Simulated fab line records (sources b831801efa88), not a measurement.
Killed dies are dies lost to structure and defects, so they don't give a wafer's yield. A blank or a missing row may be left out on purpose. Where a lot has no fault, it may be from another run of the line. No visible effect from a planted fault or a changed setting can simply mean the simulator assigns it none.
Which of the tools did it? / flow sky130 / 11 lots with 33 wafers sampled at 5 steps, on a route of 708 steps

WHAT THE GAUGES READ, wafer by wafer
SKY_LDD_LDN_TW_MEAS_13.
lot=L493; measured=day 22 07:58; on=film metro-02; LDD_LDN_TW=1498 1497 1501
lot=L494; measured=day 22 14:08; on=film metro-02; LDD_LDN_TW=1506 1500 1509
lot=L495; measured=day 23 10:22; on=film metro-04; LDD_LDN_TW=1501 1504 1497
lot=L496; measured=day 24 05:17; on=film metro-04; LDD_LDN_TW=1510 1517 1515
lot=L497; measured=day 24 12:53; on=film metro-02; LDD_LDN_TW=1497 1501 1506
lot=L499; measured=day 25 07:44; on=film metro-02; LDD_LDN_TW=1508 1513 1501
lot=L502; measured=day 26 05:05; on=film metro-02; LDD_LDN_TW=1499 1492 1493
lot=L506; measured=day 27 12:47; on=film metro-01; LDD_LDN_TW=1462 1470 1468
lot=L507; measured=day 27 14:17; on=film metro-04; LDD_LDN_TW=1509 1500 1507
lot=L509; measured=day 28 17:23; on=film metro-01; LDD_LDN_TW=1483 1480 1481
lot=L510; measured=day 28 18:42; on=film metro-04; LDD_LDN_TW=1507 1504 1507

SKY_SD_N_RS_MEAS_16: measurement is done with a four-point probe.
lot=L493; measured=day 27 09:14; on=film metro-03; SD_N_RS (ohm/sq)=68.59 68.75 68.60
lot=L494; measured=day 27 15:26; on=film metro-03; SD_N_RS (ohm/sq)=68.73 68.71 68.67
lot=L495; measured=day 28 11:01; on=film metro-01; SD_N_RS (ohm/sq)=68.35 68.27 68.50
lot=L496; measured=day 29 03:04; on=film metro-02; SD_N_RS (ohm/sq)=68.56 68.67 68.46
lot=L497; measured=day 29 12:35; on=film metro-02; SD_N_RS (ohm/sq)=68.41 68.31 68.40
lot=L499; measured=day 30 04:20; on=film metro-03; SD_N_RS (ohm/sq)=68.71 68.38 68.77
lot=L502; measured=day 30 22:59; on=film metro-02; SD_N_RS (ohm/sq)=68.58 68.41 68.64
lot=L506; measured=day 32 04:29; on=film metro-02; SD_N_RS (ohm/sq)=68.56 68.28 68.54
lot=L507; measured=day 32 05:43; on=film metro-03; SD_N_RS (ohm/sq)=74.85 74.93 74.73
lot=L509; measured=day 33 07:08; on=film metro-03; SD_N_RS (ohm/sq)=74.90 74.87 74.72
lot=L510; measured=day 33 08:02; on=film metro-01; SD_N_RS (ohm/sq)=68.64 68.70 68.76

SKY_SD_N_RS_MEAS_17: measurement is done with a four-point probe.
lot=L493; measured=day 27 09:21; on=film metro-03; SD_P_RS (ohm/sq)=147.8 147.8 148.2
lot=L494; measured=day 27 15:34; on=film metro-03; SD_P_RS (ohm/sq)=147.8 147.9 148.0
lot=L495; measured=day 28 11:08; on=film metro-01; SD_P_RS (ohm/sq)=146.9 147.2 147.4
lot=L496; measured=day 29 03:11; on=film metro-02; SD_P_RS (ohm/sq)=148.1 147.6 147.4
lot=L497; measured=day 29 12:43; on=film metro-02; SD_P_RS (ohm/sq)=147.3 147.4 147.1
lot=L499; measured=day 30 04:27; on=film metro-03; SD_P_RS (ohm/sq)=148.2 147.4 148.0
lot=L502; measured=day 30 23:06; on=film metro-02; SD_P_RS (ohm/sq)=147.3 147.3 147.6
lot=L506; measured=day 32 04:37; on=film metro-02; SD_P_RS (ohm/sq)=147.2 147.5 147.4
lot=L507; measured=day 32 05:50; on=film metro-03; SD_P_RS (ohm/sq)=186.7 186.4 186.6
lot=L509; measured=day 33 07:16; on=film metro-03; SD_P_RS (ohm/sq)=186.4 187.0 186.7
lot=L510; measured=day 33 08:09; on=film metro-01; SD_P_RS (ohm/sq)=148.3 148.0 148.2

TOOL THAT RAN EACH LOT (tool first, then ch and the chambers of the sampled wafers, then the start)
lot=L493; SKY_POLY_CUT_STRIP_12=plasma asher-03 ch 0,1, day 23 16:10; SKY_SD_N_RTA_14=rtp anneal-02 ch 0, day 27 09:03
lot=L494; SKY_POLY_CUT_STRIP_12=plasma asher-03 ch 0,1, day 23 22:50; SKY_SD_N_RTA_14=rtp anneal-02 ch 0, day 27 15:16
lot=L495; SKY_POLY_CUT_STRIP_12=plasma asher-03 ch 0, day 24 17:35; SKY_SD_N_RTA_14=rtp anneal-01 ch 0, day 28 10:51
lot=L496; SKY_POLY_CUT_STRIP_12=plasma asher-04 ch 1, day 25 11:50; SKY_SD_N_RTA_14=rtp anneal-02 ch 0, day 29 02:52
lot=L497; SKY_POLY_CUT_STRIP_12=plasma asher-03 ch 0,1, day 25 21:23; SKY_SD_N_RTA_14=rtp anneal-01 ch 0, day 29 12:25
lot=L499; SKY_POLY_CUT_STRIP_12=plasma asher-04 ch 0,1, day 26 14:07; SKY_SD_N_RTA_14=rtp anneal-01 ch 0, day 30 04:09
lot=L502; SKY_POLY_CUT_STRIP_12=plasma asher-01 ch 0,1, day 27 11:22; SKY_SD_N_RTA_14=rtp anneal-02 ch 0, day 30 22:47
lot=L506; SKY_POLY_CUT_STRIP_12=plasma asher-03 ch 0, day 28 19:11; SKY_SD_N_RTA_14=rtp anneal-02 ch 0, day 32 04:19
lot=L507; SKY_POLY_CUT_STRIP_12=plasma asher-04 ch 0,1, day 28 20:26; SKY_SD_N_RTA_14=rtp anneal-01 ch 0, day 32 05:32
lot=L509; SKY_POLY_CUT_STRIP_12=plasma asher-03 ch 0,1, day 29 23:22; SKY_SD_N_RTA_14=rtp anneal-01 ch 0, day 33 06:56
lot=L510; SKY_POLY_CUT_STRIP_12=plasma asher-03 ch 0,1, day 30 01:16; SKY_SD_N_RTA_14=rtp anneal-02 ch 0, day 33 07:50
- SKY_POLY_CUT_STRIP_12: strips in O2/N2.
- SKY_SD_N_RTA_14: time 2 s.

AS READ BY THE TOOLS THEMSELVES (means over the sampled wafers that have a number; for cases with no such wafer, the mark the record gives instead)
SKY_POLY_CUT_STRIP_12.
lot=L493; tool=plasma asher-03; drypump motor current A (A)=5.4; oes product au (a.u.)=0.457; strip time to endpoint s (s)=5.376
lot=L494; tool=plasma asher-03; drypump motor current A (A)=5.4; oes product au (a.u.)=0.451; strip time to endpoint s (s)=5.373
lot=L495; tool=plasma asher-03; drypump motor current A (A)=5.0; oes product au (a.u.)=0.455; strip time to endpoint s (s)=5.360
lot=L496; tool=plasma asher-04; drypump motor current A (A)=5.8; oes product au (a.u.)=0.457; strip time to endpoint s (s)=5.363
lot=L497; tool=plasma asher-03; drypump motor current A (A)=5.7; oes product au (a.u.)=0.448; strip time to endpoint s (s)=5.350
lot=L499; tool=plasma asher-04; drypump motor current A (A)=6.1; oes product au (a.u.)=0.448; strip time to endpoint s (s)=5.365
lot=L502; tool=plasma asher-01; drypump motor current A (A)=5.8; oes product au (a.u.)=0.450; strip time to endpoint s (s)=5.364
lot=L506; tool=plasma asher-03; drypump motor current A (A)=5.0; oes product au (a.u.)=0.450; strip time to endpoint s (s)=5.365
lot=L507; tool=plasma asher-04; drypump motor current A (A)=6.1; oes product au (a.u.)=0.455; strip time to endpoint s (s)=5.358
lot=L509; tool=plasma asher-03; drypump motor current A (A)=5.4; oes product au (a.u.)=0.453; strip time to endpoint s (s)=5.372
lot=L510; tool=plasma asher-03; drypump motor current A (A)=5.3; oes product au (a.u.)=0.452; strip time to endpoint s (s)=5.375

SKY_SD_N_RTA_14.
lot=L493; tool=rtp anneal-02; lamp power pct (%)=15.75; wafer_temp_C_max=1078.5
lot=L494; tool=rtp anneal-02; lamp power pct (%)=15.67; wafer_temp_C_max=1078.1
lot=L495; tool=rtp anneal-01; lamp power pct (%)=15.73; wafer_temp_C_max=1078.4
lot=L496; tool=rtp anneal-02; lamp power pct (%)=15.76; wafer_temp_C_max=1077.8
lot=L497; tool=rtp anneal-01; lamp power pct (%)=15.76; wafer_temp_C_max=1078.6
lot=L499; tool=rtp anneal-01; lamp power pct (%)=15.69; wafer_temp_C_max=1078.7
lot=L502; tool=rtp anneal-02; lamp power pct (%)=15.76; wafer_temp_C_max=1078.8
lot=L506; tool=rtp anneal-02; lamp power pct (%)=15.73; wafer_temp_C_max=1076.8
lot=L507; tool=rtp anneal-01; lamp power pct (%)=14.24; wafer_temp_C_max=1078.4
lot=L509; tool=rtp anneal-01; lamp power pct (%)=14.29; wafer_temp_C_max=1079.0
lot=L510; tool=rtp anneal-02; lamp power pct (%)=15.74; wafer_temp_C_max=1077.2

THE ANSWER, worked out from the rows above alone
Rule: what is usual is taken from the lots themselves. Put in order of their means at a reading, lots are off if they are a third of the lots or fewer, leave a main group of 4 or more, and stand apart from it by a gap of 3 or more times the standard deviation of the main group's means; of several such gaps the widest counts. A main group is skipped when, at the precision printed for the reading in the tables above, its means are all equal. A lot without any number at a reading at which 4 lots or more have one is off too. Any other lot the step has rows for is counted as sound. After the gauges, taken in route order, come the tools' own readings; for these a lot's mean is taken, as printed above. The first step at which some lot is off is used, and at that step the reading that is off furthest; a lot without a number counts as furthest.
Off: L507, L509, at SKY_SD_N_RS_MEAS_16 (SD_N_RS). The main group has a mean of 68.55 ohm/sq with a standard deviation of 0.12.
If a tool, at a process step before that reading, ran all the lots that are off and no sound lot after the first of them, it fits. Not tried: the gauges at SKY_SD_N_RS_MEAS_16; whatever is off there is also off at SKY_SD_N_RTA_14, on other tools, and gauge error can't account for it. One fits: rtp anneal-01 at SKY_SD_N_RTA_14. Its last sound lot is L499 (day 30 04:09), its first lot that is off L507 (day 32 05:32): a fault that began between those two fits.
On the lots that are off, the tool's own readings at SKY_SD_N_RTA_14 differ by more than 5 times the standard deviation of the sound lots' means, which bears it out; lamp power pct reads 14.27 % there versus 15.73 % on the sound lots.

WHAT WAS PUT IN BY THE SIMULATOR
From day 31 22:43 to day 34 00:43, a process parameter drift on rtp anneal-01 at SKY_SD_N_RTA_14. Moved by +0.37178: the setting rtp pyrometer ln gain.
Lots struck among those shown: L507, L509. The same result came from the rule above.
